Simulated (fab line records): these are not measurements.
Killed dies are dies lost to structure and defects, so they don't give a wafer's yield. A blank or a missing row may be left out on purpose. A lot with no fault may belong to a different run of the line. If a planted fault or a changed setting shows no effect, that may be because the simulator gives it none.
fab line records	flow sky130
record: lots: 6	wafers: 17	lastDay: 50
route steps=708 shown DNWELL@35 PWDE@45 PAD_OPEN@708
lots untouched by any fault: they come from a run of this same line in which no faults occurred
startH: hours from the record's first day to the start of the lot's first wafer shown	waitH: hours from the lot's prior step to this one	" unchanged from the row above	L1.1+2: one row covering several wafers at once	- value missing, or start not given	* or withheld: withheld	< > ~ a bound
route shown NAME@n: names a module that has steps shown in the file, with the first one's number in the route	usual: mean and standard deviation over wafers with no fault	same: alike in all rows	chamber/n: place in a boat	sites: each site's reading	_std_site: standard deviation across them	_edge_site: outer sites' mean less inner sites'	radiusMm: how far each site lies from the wafer's centre	mask NAME#n: copy n	behind: the last tool/chamber to shape the wafer	hold: cause of the lot's hold/its duration in hours/its outcome	device: transistor that didn't switch, given as n, p or np	end of line: the tests these same wafers got at the end of their route	a step without rows: its recipe alone	killed: the dies lost at the first sort to structure and to defects; this is not the yield of the wafer	map: a wafer's dies, x killed, . not, _ none there
set.NAME: setting as actually run; set.NAME@STEP: the setting as run at that earlier step	model.NAME: the simulator's own value behind a step, which no gauge read
lots at selected steps of the route; one table per step, one row per wafer
services: the hour from which a tool's chamber was out of use, counted from the record's first day as startH (under 0 if before that day), plus the number of hours and why
== steps ==
step: SKY_DNWELL_DEHYDRATE_00
recipe: tempC: 200	timeS: 60
step: SKY_DNWELL_HMDS_01
recipe: primeTimeS: 60	primeTempC: 120
step: SKY_DNWELL_COAT_02
recipe: spinRpm: 2000	resistThkNm: 3000
step: SKY_DNWELL_SOFTBAKE_03
recipe: tempC: 110	timeS: withheld
step: SKY_DNWELL_EXPOSE_04
recipe: maskId: DNM	na: 0.57	targetCdNm: 3000	doseMj: 222
step: SKY_DNWELL_PEB_05
recipe: tempC: 115	timeS: withheld
step: SKY_DNWELL_DEVELOP_06
recipe: wallAngleDeg: 90	developer: TMAH	developTimeS: 60	devTempC: 23
step: SKY_DNWELL_IMPLANT_07
recipe: species: P	energyKev: withheld	doseCm2: withheld	tiltDeg: withheld
step: SKY_DNWELL_STRIP_08
recipe: chemistry: O2/N2	powerW: 1400	pressureMtorr: 1500	platenTempC: withheld	o2FlowSccm: 3000	n2FlowSccm: 300	overashFraction: 0.5
usual: chamberPressureMTorr: 1499.9/1.4	drypumpMotorCurrentA: 5.5/0.35	oesProductAu: 0.722/0.0043	stripTimeToEndpointS: 36.86/0.1
lot.wafer	tool	chamber	startH	waitH	chamberPressureMTorr	drypumpMotorCurrentA	oesProductAu	rfHoursCounterH	stripTimeToEndpointS
L276.1	plasmaAsher-04	1	57.92	0.1	1500.5	5.2	0.725	36	36.97
L276.5	"	1	"	"	1500.7	5.2	0.722	-	37.02
L276.6	"	0	"	"	1500.3	5.5	0.730	-	37.08
L279.3	plasmaAsher-04	1	75.35	0.1	1499.3	5.2	0.725	-	36.94
L279.4	"	0	"	"	1499.2	5.5	0.737	-	36.84
L279.6	"	0	"	"	1502.9	5.6	0.723	-	36.90
L289.1	plasmaAsher-02	0	128.09	0.1	1499.6	5.3	0.725	46	36.74
L289.5	"	0	"	"	1502.1	5.3	0.724	-	36.70
L293.1	plasmaAsher-04	0	149.17	0.1	1500.4	5.6	0.718	4	37.12
L293.3	"	0	"	"	1500.1	5.5	0.720	-	36.98
L293.6	"	1	"	"	1503.1	5.2	0.722	-	36.90
L296.1	plasmaAsher-02	0	172.73	0.1	1501.6	5.3	0.726	51	36.91
L296.3	"	0	"	"	1495.9	5.3	0.726	-	36.90
L296.4	"	1	"	"	1499.5	5.7	0.721	-	37.01
L298.1	plasmaAsher-04	0	180.03	0.1	1500.6	5.6	0.720	7	36.89
L298.3	"	0	"	"	1498.9	5.6	0.728	-	36.85
L298.6	"	1	"	"	1501.2	5.2	0.720	-	36.80
step: SKY_DNWELL_TW_MEAS_09
usual: DNWELL_TW: 1107/10
lot.wafer	tool	chamber	startH	waitH	DNWELL_TW
L276.1	filmMetro-02	-	58.02	0.1	1107
L276.5	"	-	"	"	1106
L276.6	"	-	"	"	1108
L279.3	filmMetro-03	-	75.44	0.1	1122
L279.4	"	-	"	"	1125
L279.6	"	-	"	"	1127
L289.1	filmMetro-02	-	128.19	0.1	1105
L289.5	"	-	"	"	1102
L293.1	filmMetro-04	-	149.28	0.1	1099
L293.3	"	-	"	"	1102
L293.6	"	-	"	"	1098
L296.1	filmMetro-04	-	172.83	0.1	1082
L296.3	"	-	"	"	1086
L296.4	"	-	"	"	1100
L298.1	filmMetro-04	-	180.13	0.1	1096
L298.3	"	-	"	"	1089
L298.6	"	-	"	"	1090
step: SKY_PWDE_DEHYDRATE_00
recipe: tempC: 200	timeS: 60
step: SKY_PWDE_HMDS_01
recipe: primeTimeS: 60	primeTempC: 120
step: SKY_PWDE_COAT_02
recipe: spinRpm: 2000	resistThkNm: 3000
lot.wafer	tool	chamber	startH	waitH	model.coat_of_PWDE_COAT_02.thkNm
L276.1	lithoTrack-02	0	65.62	0.1	2998
L276.5	"	0	"	"	2989
L276.6	"	0	"	"	2995
L279.3	lithoTrack-04	0	83.66	0.1	3009
L279.4	"	0	"	"	3003
L279.6	"	0	"	"	3023
L289.1	lithoTrack-02	0	138.02	0.1	1230
L289.5	"	0	"	"	1234
L293.1	lithoTrack-02	0	158.17	0.1	1228
L293.3	"	0	"	"	2997
L293.6	"	0	"	"	3000
L296.1	lithoTrack-03	0	182.58	0.1	2993
L296.3	"	0	"	"	2992
L296.4	"	0	"	"	2984
L298.1	lithoTrack-04	0	190.26	0.1	2992
L298.3	"	0	"	"	2991
L298.6	"	0	"	"	2977
step: SKY_PWDE_SOFTBAKE_03
recipe: tempC: 110	timeS: withheld
step: SKY_PWDE_EXPOSE_04
recipe: maskId: PWDEM	na: 0.6	sourceShape: conventional	sigmaOuter: 0.6	polarization: unpolarized	targetCdNm: 840	doseMj: 214
step: SKY_PWDE_PEB_05
recipe: tempC: 115	timeS: withheld
step: SKY_PWDE_DEVELOP_06
recipe: wallAngleDeg: 90	developer: TMAH	developTimeS: 60	devTempC: 23
lot.wafer	tool	chamber	startH	waitH	model.coat_of_PWDE_COAT_02.thkNm
L276.1	lithoTrack-02	0	-	-	2994
L276.5	"	0	"	"	2984
L276.6	"	0	"	"	2991
L279.3	lithoTrack-04	0	-	-	3005
L279.4	"	0	"	"	2999
L279.6	"	0	"	"	3018
L289.1	lithoTrack-03	0	-	-	1226
L289.5	"	0	"	"	1230
L293.1	lithoTrack-02	0	-	-	1224
L293.3	"	0	"	"	2993
L293.6	"	0	"	"	2996
L296.1	lithoTrack-02	0	-	-	2989
L296.3	"	0	"	"	2988
L296.4	"	0	"	"	2980
L298.1	lithoTrack-02	0	-	-	2988
L298.3	"	0	"	"	2986
L298.6	"	0	"	"	2973
step: SKY_PWDE_OVL_MEAS_07
usual: PWDE_OVL: 0.6/1.3
lot.wafer	tool	chamber	startH	waitH	PWDE_OVL[nm]
L276.1	overlay-02	-	73.42	-	-2.0
L276.5	"	-	"	"	-0.6
L276.6	"	-	"	"	0.4
L279.3	overlay-01	-	91.82	-	-0.1
L279.4	"	-	"	"	1.5
L279.6	"	-	"	"	1.4
L289.1	overlay-02	-	147.68	-	0.2
L289.5	"	-	"	"	1.7
L293.1	overlay-02	-	168.27	-	-0.1
L293.3	"	-	"	"	-0.8
L293.6	"	-	"	"	0.7
L296.1	overlay-02	-	193.62	-	0.0
L296.3	"	-	"	"	-0.5
L296.4	"	-	"	"	-1.4
L298.1	overlay-01	-	201.32	-	0.6
L298.3	"	-	"	"	0.7
L298.6	"	-	"	"	3.0
step: SKY_PWDE_IMPLANT_08
recipe: species: B	energyKev: 150	doseCm2: 3.6e+12	tiltDeg: withheld
step: SKY_PWDE_STRIP_09
recipe: chemistry: O2/N2	powerW: 1400	pressureMtorr: 1500	platenTempC: withheld	o2FlowSccm: 3000	n2FlowSccm: 300	overashFraction: 0.5
usual: chamberPressureMTorr: 1500.0/1.4	drypumpMotorCurrentA: 5.9/0.46	oesProductAu: 0.723/0.0046	stripTimeToEndpointS: 36.90/0.12
lot.wafer	tool	chamber	startH	waitH	chamberPressureMTorr	drypumpMotorCurrentA	oesProductAu	rfHoursCounterH	stripTimeToEndpointS
L276.1	plasmaAsher-01	0	73.61	0.1	1501.2	6.5	0.725	26	36.89
L276.5	"	0	"	"	1499.3	6.5	0.728	-	36.79
L276.6	"	1	"	"	1500.2	6.6	0.718	-	36.85
L279.3	plasmaAsher-03	1	92.03	0.1	1501.1	5.8	0.717	-	37.02
L279.4	"	0	"	"	1500.3	5.6	0.729	-	36.94
L279.6	"	1	"	"	1497.5	5.8	0.721	-	37.18
L289.1	plasmaAsher-02	0	147.87	0.1	1499.8	5.3	0.708	48	16.24
L289.5	"	0	"	"	1499.4	5.3	0.721	-	16.31
L293.1	plasmaAsher-01	1	168.46	0.1	1500.8	6.6	0.722	34	16.23
L293.3	"	0	"	"	1501.6	6.5	0.715	-	36.87
L293.6	"	1	"	"	1501.1	6.6	0.723	-	36.90
L296.1	plasmaAsher-02	1	193.81	0.1	1498.1	5.7	0.720	52	36.84
L296.3	"	0	"	"	1500.5	5.3	0.717	-	36.81
L296.4	"	1	"	"	1499.8	5.7	0.722	-	36.72
L298.1	plasmaAsher-01	0	201.51	0.1	1498.6	6.4	0.722	38	36.82
L298.3	"	1	"	"	1500.7	6.6	0.722	-	36.80
L298.6	"	0	"	"	1500.8	6.5	0.722	-	36.64
step: SKY_PWDE_TW_MEAS_10
usual: PWDE_TW: 371.6/2.7
lot.wafer	tool	chamber	startH	waitH	PWDE_TW
L276.1	filmMetro-04	-	73.71	0.1	369.4
L276.5	"	-	"	"	369.8
L276.6	"	-	"	"	369.6
L279.3	filmMetro-03	-	92.11	0.1	374.0
L279.4	"	-	"	"	374.1
L279.6	"	-	"	"	375.2
L289.1	filmMetro-03	-	147.97	0.1	373.6
L289.5	"	-	"	"	372.1
L293.1	filmMetro-03	-	168.56	0.1	374.7
L293.3	"	-	"	"	373.5
L293.6	"	-	"	"	375.0
L296.1	filmMetro-03	-	193.91	0.1	376.4
L296.3	"	-	"	"	376.8
L296.4	"	-	"	"	376.3
L298.1	filmMetro-04	-	201.61	0.1	370.2
L298.3	"	-	"	"	372.8
L298.6	"	-	"	"	371.6
step: SKY_PAD_OPEN_PROBE_99
usual: killed_at_M0_to_M3: 45/6.8	killed_at_M4_up: 3.2/1.6	killedAtContacts: 24/5.1	killedAtFrontEnd: 14/4.4	killedAtOther: 0.4/0.65	killedDies: 87/8.8	killedOnRim: 17/3.6	killedOpen: 47/7.2	killedShort: 39/6.1
same: grossDies: 492	killedAtBackSide: 0
lot.wafer	tool	chamber	startH	waitH	killed_at_M0_to_M3	killed_at_M4_up	killedAtContacts	killedAtFrontEnd	killedAtOther	killedDies	killedOnRim	killedOpen	killedShort
L289.1	prober-02	-	1153.58	0.1	42	2	21	267	0	332	51	43	42
L289.5	prober-02	-	1153.78	0.2	40	1	31	262	0	334	51	50	44
L293.1	prober-02	-	1176.83	0.1	38	4	17	266	0	325	92	43	27
L293.3	prober-02	-	1176.93	0.2	48	2	27	11	0	88	16	50	38
L293.6	prober-02	-	1177.08	0.2	42	5	23	17	0	87	18	44	43
killed by level:class
L289.1 PWDE:areaExpose=247 VIA1:geometricParticle:open=11 VIA1:geometricParticle:short=8 CONTACT:geometricParticle:open=7 LI_CONTACT:geometricParticle:open=6 FIELD_ISO:geometricParticle:open=5 FIELD_ISO:geometricParticle:short=4 POLY_GATE:geometricParticle:short=4
L289.5 PWDE:areaExpose=240 VIA1:geometricParticle:open=12 LI_CONTACT:geometricParticle:open=11 CONTACT:geometricParticle:open=11 METAL1:geometricParticle:short=8 POLY_GATE:geometricParticle:short=7 FIELD_ISO:geometricParticle:short=6 VIA3:geometricParticle:open=4
L293.1 PWDE:areaExpose=255 VIA2:geometricParticle:open=7 CONTACT:geometricParticle:open=6 VIA3:geometricParticle:open=6 VIA1:geometricParticle:short=5 VIA1:geometricParticle:open=5 LI_CONTACT:geometricParticle:short=4 FIELD_ISO:geometricParticle:open=3
L293.3 CONTACT:geometricParticle:open=15 VIA1:geometricParticle:open=9 VIA1:geometricParticle:short=8 CONTACT:geometricParticle:short=6 LI_CONTACT:geometricParticle:open=5 VIA2:geometricParticle:open=5 VIA3:geometricParticle:open=5 METAL1:geometricParticle:short=4
L293.6 VIA1:geometricParticle:open=10 CONTACT:geometricParticle:open=9 METAL2:geometricParticle:short=8 METAL1:geometricParticle:short=6 FIELD_ISO:geometricParticle:open=5 VIA2:geometricParticle:open=5 FIELD_ISO:geometricParticle:short=4 LI_CONTACT:geometricParticle:short=4
map L289.5 (x killed, . not)
__________x.xxx....._________
________.x.x.xx.....x._______
______x...x.xx.x.x......_____
_____..xxx.x.xx..x.......____
____x.xxxxxx..x.x..x....x.___
___x.xx.xx..x.xx.xxx..x.x..__
__xxxxxxxxxx..xx.xxx........_
_xx.xxxxxxxxx.x.x.xx.xx......
_.xxxxxx.x.xx.xxxxx.xxx..xx..
_..xx.xxx.xxxxxxxxxx.xxxxxx.x
_x.xxxxxxxxx.x..xxxxx.x..x..x
_..xxxxxxxxxxxxx.xx...x......
_.xxxxxxxx.xxxxx.xxxxxxx.x...
_xxxxxxxxxxxxxx.x.xxxx.xx.x.x
_xxxxx.xxxxxxxxxxx.x.xxxxx...
__xxxxxx.xxxxxxxxx.xxx...xx._
___xxxxxxxxxxxxxxxxx.xx.x.x__
____xxxxxxxxxxxx.xxxxx.xxx___
_____xxxxxxxxxxxxxxxxx.x.____
______xxxxxxxxxxxxx.xx.x_____
________xx.xxxx.xxxx.._______
__________xxxxxxxxx._________
map L293.1 (x killed, . not)
__________xxxxxxxxxx_________
________xxxxxxx.xxxx.x_______
______xxxx.xxxx..x.xxxxx_____
_____xxxxx.xxxxxxx.xxxxxx____
____xxxxxx.xxx.xx.x.xxxxxx___
___xxxxx.x.x.....xxxxx.xxxx__
__xxx..xxxxx..x..x...xxxxxxx_
_xxxx.xxxxx.x..x.x....xx.xxxx
_xxxxxxx.x.....x....xx.xx.xxx
_xx...xx...x.x......xx..xxxxx
_xxx..............x....xxxx.x
_xxx.x.xx...x.......xxxxxxxxx
_xxxxx..x.....x...xx..xx..xxx
_xx.xxxxx....x...x.x..x...xxx
_xxxxxx........xxx....xxxxxxx
__xxxxxxxxx....x.xx.xxx.xx.x_
___xxxxxxx.xx..xx..xx.xxxxx__
____x.xxxxxxxx.x..xxxxxxxx___
_____xx.xxxx.x.xxx.x.xxxx____
______xxxx.xx.x.xxxx.xxx_____
________xxxx..xxxxxxxx_______
__________xxx.xxxxxx_________
== services ==
tool	chamber	startH	hours	kind
plasmaAsher-03	-	61.52	14.6	pm
plasmaAsher-03	-	106.84	2.8	pm
plasmaAsher-04	-	108.75	9.0	pm
plasmaAsher-04	0	108.75	9.0	ventCycle
plasmaAsher-04	1	108.75	9.0	ventCycle
plasmaAsher-03	-	111.70	3.8	repair
plasmaAsher-04	0	117.75	-	clean
plasmaAsher-04	1	117.75	-	clean
plasmaAsher-01	-	132.14	14.6	pm
plasmaAsher-02	-	179.01	2.8	pm
plasmaAsher-01	-	190.71	1.3	repair
== key ==
firstSign: step: SKY_PWDE_STRIP_09	reading: stripTimeToEndpointS	direction: down	sigmas: 99+	usual: *	struck: *
effect: step: SKY_PAD_OPEN_PROBE_99	reading: killedAtFrontEnd	direction: up	sigmas: 57	usual: 14	struck: 265
modelEffect: step: SKY_PWDE_COAT_02	value: coat_of_PWDE_COAT_02.thkNm	without: 2997	struck: 1231
modelEffect: step: SKY_PWDE_DEVELOP_06	value: coat_of_PWDE_COAT_02.thkNm	without: 2993	struck: 1226
moreKillsBornAt: SKY_PWDE_EXPOSE_04@ilineStepper-01: 487	SKY_PWDE_EXPOSE_04@ilineStepper-02: 255
metAt SKY_PWDE_COAT_02
struckWafers L289.1,L289.5,L293.1
testerLeftOut L289,L293
onsetBetween 65.62 138.02
fault: kind: processParameterDrift	tool: lithoTrack-02	chamber: -	onsetH: 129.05	steps: SKY_PWDE_COAT_02	channel: resistThkNm	offset: -1768.3	shape: step	endH: 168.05	scope: struckWafersOnly	actsIn: theseRecipesOnly	stated: 3000
testerLeftOut: of these lots the tester's yield and bins aren't shown, on N5 and GAA mostly nor the transistor test; their killed dies are dies lost to structure and defects alone, not to doping, threshold or leakage, so they don't give the yield
